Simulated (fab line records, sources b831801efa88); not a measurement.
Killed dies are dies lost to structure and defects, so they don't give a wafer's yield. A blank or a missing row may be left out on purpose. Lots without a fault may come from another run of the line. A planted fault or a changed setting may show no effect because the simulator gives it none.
Which tool did it? | flow gf180mcu | 12 lots, 36 wafers sampled, at 7 steps of a route of 602

WHAT THE GAUGES READ, wafer by wafer
GF_HV_LDD_THK_MEAS_57.
lot  | measured     | on            | HV_LDD_CVD_56_THK (nm)
L761 | day 13 21:03 | film_metro-03 | 90.6 90.5 90.9
L762 | day 14 06:11 | film_metro-02 | 89.0 89.3 89.2
L763 | day 14 10:48 | film_metro-04 | 92.3 92.1 91.9
L765 | day 15 09:01 | film_metro-03 | 90.8 90.6 90.7
L766 | day 15 09:55 | film_metro-04 | 90.3 90.5 89.9
L767 | day 15 17:17 | film_metro-04 | 90.6 90.4 91.1
L771 | day 17 17:44 | film_metro-04 | 89.6 90.1 90.0
L772 | day 17 21:22 | film_metro-04 | 91.3 91.6 91.9
L775 | day 18 21:40 | film_metro-02 | 91.2 90.3 90.5
L777 | day 19 08:56 | film_metro-03 | 89.7 91.0 90.1
L778 | day 19 16:14 | film_metro-04 | 91.3 90.4 89.5
L780 | day 20 06:11 | film_metro-02 | 89.2 89.5 89.5

GF_NSD_CD_MEAS_07: target cd 400 nm.
lot  | measured     | on        | cd_nm (nm)
L761 | day 14 17:39 | cd_sem-01 | 400.6 402.3 404.8
L762 | day 15 03:26 | cd_sem-02 | 396.1 399.3 395.8
L763 | day 15 08:27 | cd_sem-01 | 394.8 394.4 395.7
L765 | day 16 06:27 | cd_sem-01 | 397.7 397.6 397.8
L766 | day 16 07:43 | cd_sem-02 | 399.3 401.0 401.2
L767 | day 16 15:44 | cd_sem-01 | 398.2 397.7 400.5
L771 | day 18 17:07 | cd_sem-02 | 399.6 400.2 401.2
L772 | day 18 21:38 | cd_sem-02 | 400.2 403.0 403.2
L775 | day 19 21:51 | cd_sem-01 | 400.3 398.3 398.2
L777 | day 20 08:50 | cd_sem-01 | 398.2 398.6 397.0
L778 | day 20 16:01 | cd_sem-01 | 402.2 403.2 402.5
L780 | day 21 06:05 | cd_sem-01 | 395.7 395.8 396.0

GF_PSD_TW_MEAS_11.
lot  | measured     | on            | PSD_TW
L761 | day 15 16:32 | film_metro-04 | 3185 3176 3179
L762 | day 16 01:52 | film_metro-04 | 3163 3178 3170
L763 | day 16 06:25 | film_metro-04 | 3159 3154 3167
L765 | day 17 06:21 | film_metro-01 | 3249 3237 3236
L766 | day 17 06:59 | film_metro-03 | 3207 3205 3221
L767 | day 17 16:05 | film_metro-04 | 3164 3163 3187
L771 | day 19 18:26 | film_metro-04 | 3197 3187 3173
L772 | day 19 22:29 | film_metro-04 | 3082 3088 3091
L775 | day 20 23:15 | film_metro-01 | 3127 3124 3143
L777 | day 21 09:40 | film_metro-01 | 3236 3237 3237
L778 | day 21 16:23 | film_metro-03 | 3200 3202 3194
L780 | day 22 07:08 | film_metro-01 | 3238 3234 3248

GF_PSD_RS_MEAS_15: measures by four-point-probe.
lot  | measured     | on            | PSD_RS (ohm/sq)
L761 | day 15 16:52 | film_metro-03 | 109.96 110.14 110.20
L762 | day 16 02:16 | film_metro-03 | 109.76 110.09 109.87
L763 | day 16 06:44 | film_metro-01 | 109.15 109.03 109.46
L765 | day 17 06:41 | film_metro-04 | 109.72 109.39 109.49
L766 | day 17 07:35 | film_metro-01 | 109.49 110.02 109.59
L767 | day 17 16:23 | film_metro-01 | 109.70 110.00 109.58
L771 | day 19 18:50 | film_metro-01 | 109.46 109.73 109.89
L772 | day 19 22:53 | film_metro-03 | 116.52 116.52 116.71
L775 | day 20 23:35 | film_metro-03 | 116.89 116.52 116.66
L777 | day 21 09:59 | film_metro-04 | 109.57 109.37 109.22
L778 | day 21 16:43 | film_metro-03 | 109.57 109.32 109.37
L780 | day 22 07:27 | film_metro-01 | 109.28 109.76 109.64

WHICH TOOL RAN EACH LOT (tool, then ch and the chambers of the sampled wafers, then the start)
lot  | GF_PSD_IMPLANT_09               | GF_PSD_STRIP_10                      | GF_PSD_RTA_13
L761 | implanter-03 ch 0, day 15 16:19 | plasma_asher-02 ch 0,1, day 15 16:26 | rtp_anneal-01 ch 0, day 15 16:39
L762 | implanter-02 ch 0, day 16 01:37 | plasma_asher-03 ch 0,1, day 16 01:46 | rtp_anneal-01 ch 0, day 16 02:04
L763 | implanter-03 ch 0, day 16 06:11 | plasma_asher-02 ch 0,1, day 16 06:19 | rtp_anneal-02 ch 0, day 16 06:32
L765 | implanter-03 ch 0, day 17 06:08 | plasma_asher-02 ch 0,1, day 17 06:16 | rtp_anneal-01 ch 0, day 17 06:28
L766 | implanter-02 ch 0, day 17 06:44 | plasma_asher-02 ch 1, day 17 06:53   | rtp_anneal-01 ch 0, day 17 07:23
L767 | implanter-01 ch 0, day 17 15:50 | plasma_asher-02 ch 0,1, day 17 15:59 | rtp_anneal-02 ch 0, day 17 16:11
L771 | implanter-01 ch 0, day 19 18:11 | plasma_asher-02 ch 0,1, day 19 18:20 | rtp_anneal-02 ch 0, day 19 18:32
L772 | implanter-01 ch 0, day 19 22:14 | plasma_asher-02 ch 0,1, day 19 22:23 | rtp_anneal-02 ch 0, day 19 22:35
L775 | implanter-01 ch 0, day 20 23:01 | plasma_asher-04 ch 1, day 20 23:08   | rtp_anneal-01 ch 0, day 20 23:22
L777 | implanter-02 ch 0, day 21 09:25 | plasma_asher-03 ch 0,1, day 21 09:34 | rtp_anneal-01 ch 0, day 21 09:47
L778 | implanter-02 ch 0, day 21 16:08 | plasma_asher-03 ch 0,1, day 21 16:17 | rtp_anneal-02 ch 0, day 21 16:31
L780 | implanter-03 ch 0, day 22 06:53 | plasma_asher-02 ch 0,1, day 22 07:02 | rtp_anneal-02 ch 0, day 22 07:15
- GF_PSD_IMPLANT_09
- GF_PSD_STRIP_10: strips in O2/N2.
- GF_PSD_RTA_13: time 18.36 s.

WHAT THE TOOLS THEMSELVES READ (means of the sampled wafers that have a number; where no wafer has one, the mark that the record gives instead)
GF_PSD_IMPLANT_09.
lot  | tool         | beam_energy_keV
L761 | implanter-03 | 39.986
L762 | implanter-02 | 39.998
L763 | implanter-03 | 40.013
L765 | implanter-03 | 39.997
L766 | implanter-02 | 40.012
L767 | implanter-01 | 40.004
L771 | implanter-01 | 40.006
L772 | implanter-01 | 35.278
L775 | implanter-01 | 35.281
L777 | implanter-02 | 39.995
L778 | implanter-02 | 40.002
L780 | implanter-03 | 39.992

GF_PSD_STRIP_10.
lot  | tool            | drypump_motor_current_A (A) | heater_power_w (W) | oes_product_au (a.u.) | strip_time_to_endpoint_s (s)
L761 | plasma_asher-02 | 5.76                        | 340                | 0.596                 | 16.56
L762 | plasma_asher-03 | 5.61                        | 271                | 0.590                 | 16.50
L763 | plasma_asher-02 | 5.77                        | 334                | 0.590                 | 16.57
L765 | plasma_asher-02 | 5.78                        | 337                | 0.596                 | 16.53
L766 | plasma_asher-02 | 6.12                        | 300                | 0.594                 | 16.52
L767 | plasma_asher-02 | 5.93                        | 325                | 0.590                 | 16.52
L771 | plasma_asher-02 | 5.95                        | 327                | 0.595                 | 16.52
L772 | plasma_asher-02 | 5.95                        | 323                | 0.603                 | 16.10
L775 | plasma_asher-04 | 5.80                        | 326                | 0.604                 | 16.11
L777 | plasma_asher-03 | 5.60                        | 276                | 0.591                 | 16.54
L778 | plasma_asher-03 | 5.59                        | 277                | 0.594                 | 16.52
L780 | plasma_asher-02 | 5.97                        | 330                | 0.593                 | 16.52

GF_PSD_RTA_13.
lot  | tool          | lamp_power_pct (%) | wafer_temp_C_max
L761 | rtp_anneal-01 | 35.5               | 1030.4
L762 | rtp_anneal-01 | 35.5               | 1030.8
L763 | rtp_anneal-02 | 34.7               | 1028.6
L765 | rtp_anneal-01 | 35.4               | 1031.0
L766 | rtp_anneal-01 | 35.5               | 1030.6
L767 | rtp_anneal-02 | 34.7               | 1028.5
L771 | rtp_anneal-02 | 34.7               | 1029.4
L772 | rtp_anneal-02 | 34.7               | 1028.6
L775 | rtp_anneal-01 | 35.5               | 1031.0
L777 | rtp_anneal-01 | 35.4               | 1030.2
L778 | rtp_anneal-02 | 34.7               | 1028.4
L780 | rtp_anneal-02 | 34.7               | 1029.1

THE ANSWER, worked out from the rows above alone
Rule: what is usual is taken from the lots themselves. Put in order of their means at a reading, lots are off if they are a third of the lots or fewer, leave a main group of 4 or more, and stand apart from it by a gap of 3 or more times the standard deviation of the main group's means; of several such gaps the widest counts. A main group whose means are all the same, to the digits that the tables above print for the reading, isn't used. A lot without any number at a reading at which 4 lots or more have one is off too. The other lots that the step has rows for count as sound. The gauges are gone through in route order, then the tools' own readings, and for those a lot's mean is taken as printed above. The first step at which some lot is off is used, and at that step the reading that is off furthest; a lot without a number counts as furthest.
Off: L772, L775, at GF_PSD_RS_MEAS_15 (PSD_RS). The main group: mean 109.63 ohm/sq, standard deviation 0.25.
A tool fits if, at a process step before that reading, it ran every lot that is off, and no sound lot after the first of them. The gauges at GF_PSD_RS_MEAS_15 aren't tried: what is off there is off at GF_PSD_IMPLANT_09 too, on other tools, and a gauge's error can't cause that. One fits: implanter-01 at GF_PSD_IMPLANT_09. Its last sound lot is L771 (day 19 18:11), its first lot that is off L772 (day 19 22:14): a fault that began between those two fits.
The tool's own readings at GF_PSD_IMPLANT_09 bear it out: on the lots that are off they differ by more than 5 times the standard deviation of the sound lots' means. beam_energy_keV reads 35.279 there against 40.001 on the sound lots.

WHAT THE SIMULATOR HAD PUT IN
Process parameter drift: implanter-01, from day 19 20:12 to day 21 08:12, at GF_PSD_IMPLANT_09. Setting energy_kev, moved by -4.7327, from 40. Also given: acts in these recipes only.
Lots struck among those shown: L772, L775. The rule above found the same.
